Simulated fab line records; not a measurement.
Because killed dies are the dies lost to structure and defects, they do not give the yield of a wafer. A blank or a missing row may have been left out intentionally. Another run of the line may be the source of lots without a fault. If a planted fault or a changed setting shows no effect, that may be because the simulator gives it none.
fab line records || flow sky130
record: {"lots": 14, "wafers": 42, "last-day": 50}
route steps=708 shown VIA1@466 PAD_OPEN@708
lots that met no fault: taken from a fault-free run of the same line
start-h: hours from the record's first day to the start of the lot's first wafer shown || wait-h: how many hours have passed since the lot's step before this one || " unchanged from the row above || L1.1+2: a single row standing in for several wafers || - either no value or no given start || * or withheld: withheld || < > ~ a bound
route shown NAME@n: names a module that has steps shown in the file, with the first one's number in the route || usual: the fault-free wafers' mean and standard deviation || same: alike in all rows || chamber/n: place in a boat || sites: the reading at each site || _std_site: the values' standard deviation || _edge_site: inner sites' mean taken away from outer sites' mean || radius-mm: for every site, how far away it sits from the centre of the wafer || mask NAME#n: copy n || behind: the most recent tool/chamber to have shaped the wafer || hold: cause of the lot's hold/its duration in hours/its outcome || device: which transistor (n, p or np) failed to switch || end of line: the same wafers' tests at the end of the route || where a step has no rows: the recipe by itself || killed: not the wafer's yield, but the dies lost to structure and defects at the first sort || map: per-die view of a wafer (x killed, . not killed, _ where there is no die)
set.NAME: the setting that was run; set.NAME@STEP: the one run at that earlier step || model.NAME: the simulator's own value behind a step, which no gauge read
steps of the route over a sample of lots; a table a step, a row a wafer
== steps ==
step: SKY_VIA1_SOFTBAKE_08
recipe: {"temp-c": 100, "time-s": 90, "resist": "KrF-thick"}
usual: {"heater-power-total-W": "57.36/0.12", "plate-temp-C": "99.99/0.13"}
{"lot.wafer": "L319.4", "tool": "litho-track-03", "chamber": 0, "start-h": 762, "wait-h": "-", "heater-power-total-W": 57.26, "plate-temp-C": 99.75}
{"lot.wafer": "L319.5", "tool": "litho-track-03", "chamber": 0, "start-h": 762, "wait-h": "-", "heater-power-total-W": 57.41, "plate-temp-C": 100.10}
{"lot.wafer": "L319.6", "tool": "litho-track-03", "chamber": 0, "start-h": 762, "wait-h": "-", "heater-power-total-W": 57.22, "plate-temp-C": 100.35}
{"lot.wafer": "L323.2", "tool": "litho-track-03", "chamber": 0, "start-h": 799, "wait-h": "-", "heater-power-total-W": 57.16, "plate-temp-C": 100.08}
{"lot.wafer": "L323.4", "tool": "litho-track-03", "chamber": 0, "start-h": 799, "wait-h": "-", "heater-power-total-W": 57.45, "plate-temp-C": 100.19}
{"lot.wafer": "L323.6", "tool": "litho-track-03", "chamber": 0, "start-h": 799, "wait-h": "-", "heater-power-total-W": 57.36, "plate-temp-C": 100.18}
{"lot.wafer": "L324.1", "tool": "litho-track-04", "chamber": 0, "start-h": 805, "wait-h": "-", "heater-power-total-W": 57.43, "plate-temp-C": 99.87}
{"lot.wafer": "L324.5", "tool": "litho-track-04", "chamber": 0, "start-h": 805, "wait-h": "-", "heater-power-total-W": 57.20, "plate-temp-C": 99.83}
{"lot.wafer": "L324.6", "tool": "litho-track-04", "chamber": 0, "start-h": 805, "wait-h": "-", "heater-power-total-W": 57.29, "plate-temp-C": 99.69}
{"lot.wafer": "L326.4", "tool": "litho-track-03", "chamber": 0, "start-h": 824, "wait-h": "-", "heater-power-total-W": 55.72, "plate-temp-C": 97.85}
{"lot.wafer": "L326.5", "tool": "litho-track-03", "chamber": 0, "start-h": 824, "wait-h": "-", "heater-power-total-W": 55.94, "plate-temp-C": 97.80}
{"lot.wafer": "L326.6", "tool": "litho-track-03", "chamber": 0, "start-h": 825, "wait-h": "-", "heater-power-total-W": 55.74, "plate-temp-C": 97.96}
{"lot.wafer": "L327.3", "tool": "litho-track-03", "chamber": 0, "start-h": 837, "wait-h": "-", "heater-power-total-W": 55.86, "plate-temp-C": 97.98}
{"lot.wafer": "L327.4", "tool": "litho-track-03", "chamber": 0, "start-h": 837, "wait-h": "-", "heater-power-total-W": 55.87, "plate-temp-C": 98.09}
{"lot.wafer": "L327.6", "tool": "litho-track-03", "chamber": 0, "start-h": 837, "wait-h": "-", "heater-power-total-W": 55.69, "plate-temp-C": 97.75}
{"lot.wafer": "L330.1", "tool": "litho-track-02", "chamber": 0, "start-h": 874, "wait-h": "-", "heater-power-total-W": 57.43, "plate-temp-C": 100.02}
{"lot.wafer": "L330.4", "tool": "litho-track-02", "chamber": 0, "start-h": 874, "wait-h": "-", "heater-power-total-W": 57.55, "plate-temp-C": 100.12}
{"lot.wafer": "L330.5", "tool": "litho-track-02", "chamber": 0, "start-h": 874, "wait-h": "-", "heater-power-total-W": 57.29, "plate-temp-C": 100.13}
{"lot.wafer": "L331.1", "tool": "litho-track-04", "chamber": 0, "start-h": 876, "wait-h": "-", "heater-power-total-W": 57.24, "plate-temp-C": 99.80}
{"lot.wafer": "L331.4", "tool": "litho-track-04", "chamber": 0, "start-h": 876, "wait-h": "-", "heater-power-total-W": 57.44, "plate-temp-C": 99.95}
{"lot.wafer": "L331.5", "tool": "litho-track-04", "chamber": 0, "start-h": 876, "wait-h": "-", "heater-power-total-W": 57.56, "plate-temp-C": 100.06}
{"lot.wafer": "L334.1", "tool": "litho-track-04", "chamber": 0, "start-h": 894, "wait-h": "-", "heater-power-total-W": 57.54, "plate-temp-C": 100.10}
{"lot.wafer": "L334.5", "tool": "litho-track-04", "chamber": 0, "start-h": 894, "wait-h": "-", "heater-power-total-W": 57.23, "plate-temp-C": 100.00}
{"lot.wafer": "L334.6", "tool": "litho-track-04", "chamber": 0, "start-h": 894, "wait-h": "-", "heater-power-total-W": 57.30, "plate-temp-C": 99.95}
{"lot.wafer": "L335.1", "tool": "litho-track-02", "chamber": 0, "start-h": 903, "wait-h": "-", "heater-power-total-W": 57.29, "plate-temp-C": 100.03}
{"lot.wafer": "L335.2", "tool": "litho-track-02", "chamber": 0, "start-h": 903, "wait-h": "-", "heater-power-total-W": 57.40, "plate-temp-C": 100.04}
{"lot.wafer": "L335.4", "tool": "litho-track-02", "chamber": 0, "start-h": 903, "wait-h": "-", "heater-power-total-W": 57.52, "plate-temp-C": 99.90}
{"lot.wafer": "L336.1", "tool": "litho-track-02", "chamber": 0, "start-h": 910, "wait-h": "-", "heater-power-total-W": 57.32, "plate-temp-C": 100.17}
{"lot.wafer": "L336.4", "tool": "litho-track-02", "chamber": 0, "start-h": 910, "wait-h": "-", "heater-power-total-W": 57.26, "plate-temp-C": 99.85}
{"lot.wafer": "L336.6", "tool": "litho-track-02", "chamber": 0, "start-h": 910, "wait-h": "-", "heater-power-total-W": 57.63, "plate-temp-C": 100.07}
{"lot.wafer": "L337.2", "tool": "litho-track-03", "chamber": 0, "start-h": 917, "wait-h": "-", "heater-power-total-W": 57.29, "plate-temp-C": 100.03}
{"lot.wafer": "L337.4", "tool": "litho-track-03", "chamber": 0, "start-h": 917, "wait-h": "-", "heater-power-total-W": 57.46, "plate-temp-C": 100.02}
{"lot.wafer": "L337.5", "tool": "litho-track-03", "chamber": 0, "start-h": 917, "wait-h": "-", "heater-power-total-W": 57.22, "plate-temp-C": 99.89}
{"lot.wafer": "L338.3", "tool": "litho-track-03", "chamber": 0, "start-h": 918, "wait-h": "-", "heater-power-total-W": 57.12, "plate-temp-C": 99.91}
{"lot.wafer": "L338.4", "tool": "litho-track-03", "chamber": 0, "start-h": 918, "wait-h": "-", "heater-power-total-W": 57.49, "plate-temp-C": 100.07}
{"lot.wafer": "L338.6", "tool": "litho-track-03", "chamber": 0, "start-h": 918, "wait-h": "-", "heater-power-total-W": 57.50, "plate-temp-C": 99.91}
{"lot.wafer": "L339.1", "tool": "litho-track-02", "chamber": 0, "start-h": 926, "wait-h": "-", "heater-power-total-W": 57.24, "plate-temp-C": 99.98}
{"lot.wafer": "L339.2", "tool": "litho-track-02", "chamber": 0, "start-h": 926, "wait-h": "-", "heater-power-total-W": 57.48, "plate-temp-C": 100.05}
{"lot.wafer": "L339.3", "tool": "litho-track-02", "chamber": 0, "start-h": 926, "wait-h": "-", "heater-power-total-W": 57.24, "plate-temp-C": 100.04}
{"lot.wafer": "L342.1", "tool": "litho-track-04", "chamber": 0, "start-h": 939, "wait-h": "-", "heater-power-total-W": 57.37, "plate-temp-C": 99.97}
{"lot.wafer": "L342.4", "tool": "litho-track-04", "chamber": 0, "start-h": 939, "wait-h": "-", "heater-power-total-W": 57.22, "plate-temp-C": 100.00}
{"lot.wafer": "L342.6", "tool": "litho-track-04", "chamber": 0, "start-h": 939, "wait-h": "-", "heater-power-total-W": 57.50, "plate-temp-C": 99.93}
step: SKY_PAD_OPEN_PROBE_99
usual: {"defect-limited-yield": "82.3/1.8", "killed_at_M0_to_M3": "44/7.2", "killed_at_M4_up": "3.1/1.8", "killed-at-contacts": "24/4.5", "killed-at-front-end": "16/4.4", "killed-at-other": "0.2/0.42", "killed-dies": "87/8.9", "killed-open": "48/6.4", "killed-short": "39/6.2", "sort_bin_3_pad_short": "0.9/0.46", "sort_bin_5_function": "10.5/1.6", "sort_bin_6_memory": "6.3/1.1", "sort-n-pass": "405/8.9", "sort-yield-pct": "82.3/1.8"}
same: {"gross-dies": 492, "killed-at-back-side": 0, "sort_bin_4_leakage[%]": 0, "sort_bin_8_speed[%]": 0}
{"lot.wafer": "L330.1", "tool": "prober-02", "chamber": "-", "start-h": 1139.31, "wait-h": 0.1, "defect-limited-yield[%]": 83.1, "killed_at_M0_to_M3": 46, "killed_at_M4_up": 4, "killed-at-contacts": 22, "killed-at-front-end": 11, "killed-at-other": 0, "killed-dies": 83, "killed-open": 48, "killed-short": 35, "sort_bin_3_pad_short[%]": 2.0, "sort_bin_5_function[%]": 9.6, "sort_bin_6_memory[%]": 5.3, "sort-n-pass": 409, "sort-yield-pct[%]": 83.1}
{"lot.wafer": "L330.4", "tool": "prober-02", "chamber": "-", "start-h": 1139.46, "wait-h": 0.2, "defect-limited-yield[%]": 82.5, "killed_at_M0_to_M3": 42, "killed_at_M4_up": 1, "killed-at-contacts": 21, "killed-at-front-end": 21, "killed-at-other": 1, "killed-dies": 86, "killed-open": 51, "killed-short": 35, "sort_bin_3_pad_short[%]": 0.6, "sort_bin_5_function[%]": 9.6, "sort_bin_6_memory[%]": 7.3, "sort-n-pass": 406, "sort-yield-pct[%]": 82.5}
{"lot.wafer": "L330.5", "tool": "prober-02", "chamber": "-", "start-h": 1139.51, "wait-h": 0.2, "defect-limited-yield[%]": 80.7, "killed_at_M0_to_M3": 52, "killed_at_M4_up": 4, "killed-at-contacts": 21, "killed-at-front-end": 18, "killed-at-other": 0, "killed-dies": 95, "killed-open": 49, "killed-short": 46, "sort_bin_3_pad_short[%]": 1.6, "sort_bin_5_function[%]": 9.1, "sort_bin_6_memory[%]": 8.5, "sort-n-pass": 397, "sort-yield-pct[%]": 80.7}
killed by level:class
L330.1 VIA1:geometric-particle:open=13 CONTACT:geometric-particle:open=10 CONTACT:geometric-particle:short=6 METAL2:geometric-particle:short=6 VIA3:geometric-particle:open=5 LI_CONTACT:geometric-particle:short=4 VIA1:geometric-particle:short=4 METAL1:geometric-particle:short=4
L330.4 VIA1:geometric-particle:open=12 FIELD_ISO:geometric-particle:open=8 CONTACT:geometric-particle:open=7 VIA3:geometric-particle:open=6 METAL1:geometric-particle:short=5 FIELD_ISO:geometric-particle:short=4 LI_CONTACT:geometric-particle:open=4 CONTACT:geometric-particle:short=4
L330.5 VIA1:geometric-particle:open=11 METAL2:geometric-particle:short=8 VIA3:geometric-particle:open=8 CONTACT:geometric-particle:open=7 LI_CONTACT:geometric-particle:open=5 VIA1:geometric-particle:short=5 VIA2:geometric-particle:open=5 FIELD_ISO:geometric-particle:short=4
== key ==
first-sign: {"step": "SKY_VIA1_SOFTBAKE_08", "reading": "plate-temp-C", "direction": "down", "sigmas": 17, "usual": "*", "struck": "*"}
effect: {"step": "SKY_VIA1_SOFTBAKE_08", "reading": "heater-power-total-W", "direction": "down", "sigmas": 13, "usual": "*", "struck": "*"}
met-at SKY_VIA1_SOFTBAKE_08
struck-lots L326,L327
onset-between 799 824
fault: {"kind": "process-parameter-drift", "tool": "litho-track-03", "chamber": "-", "onset-h": 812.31, "steps": "SKY_VIA1_SOFTBAKE_08", "channel": "temp-c", "offset": "*", "shape": "step", "end-h": 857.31, "acts-in": "*", "stated": "*"}
